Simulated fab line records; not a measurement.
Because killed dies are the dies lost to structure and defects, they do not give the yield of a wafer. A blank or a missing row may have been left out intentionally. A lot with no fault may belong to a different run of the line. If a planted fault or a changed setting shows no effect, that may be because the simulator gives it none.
What tool caused it?    flow sky130    42 wafers sampled from 14 lots at 1 step of a route of 708

WHAT THE GAUGES READ, wafer by wafer
SKY_VIA3_RS_MEAS_22: measures by four-point-probe.
lot   measured      on             VIA3_W_RS (ohm/sq)
L427  day 41 09:53  film_metro-03  0.293 0.297 0.291
L429  day 41 17:46  film_metro-02  0.294 0.296 0.297
L430  day 42 03:56  film_metro-04  0.291 0.292 0.292
L431  day 42 05:05  film_metro-02  0.298 0.300 0.300
L432  day 42 07:30  film_metro-03  0.297 0.297 0.294
L433  day 42 07:49  film_metro-02  0.297 0.299 0.300
L435  day 42 09:01  film_metro-04  0.293 0.294 0.291
L434  day 42 10:25  film_metro-03  0.295 0.294 0.295
L440  day 42 16:53  film_metro-03  0.291 0.297 0.290
L438  day 42 16:56  film_metro-02  0.298 0.298 0.294
L439  day 42 17:20  film_metro-02  0.296 0.297 0.298
L441  day 47 05:36  film_metro-04  0.293 0.294 0.295
L448  day 47 22:52  film_metro-03  0.299 0.296 0.301
L450  day 48 00:48  film_metro-04  0.297 0.298 0.299

WHAT TOOL EACH LOT RAN ON (gives the tool, then ch and the chambers of the sampled wafers, and finally the start)
There is no process step in the record ahead of these readings.

AS READ BY THE TOOLS THEMSELVES (means over the sampled wafers that have a number; for cases with no such wafer, the mark the record gives instead)
The record holds no such reading with a usual standard deviation.

THE ANSWER, worked out from the rows above alone
Rule: the usual values come from the lots themselves. Put in order of their means at a reading, lots are off if they are a third of the lots or fewer, leave a main group of 4 or more, and stand apart from it by a gap of 3 or more times the standard deviation of the main group's means; of several such gaps the widest counts. Not used: any main group whose means are identical at the precision the tables above print for the reading. A lot without any number at a reading at which 4 lots or more have one is off too. The other lots that the step has rows for count as sound. After the gauges, taken in route order, come the tools' own readings; for these a lot's mean is taken, as printed above. The first step at which some lot is off is used, and at that step the reading that is off furthest; a lot without a number counts as furthest.
Nothing can be told from this: no lot is off at any reading shown.

WHAT THE SIMULATOR HAD INSERTED
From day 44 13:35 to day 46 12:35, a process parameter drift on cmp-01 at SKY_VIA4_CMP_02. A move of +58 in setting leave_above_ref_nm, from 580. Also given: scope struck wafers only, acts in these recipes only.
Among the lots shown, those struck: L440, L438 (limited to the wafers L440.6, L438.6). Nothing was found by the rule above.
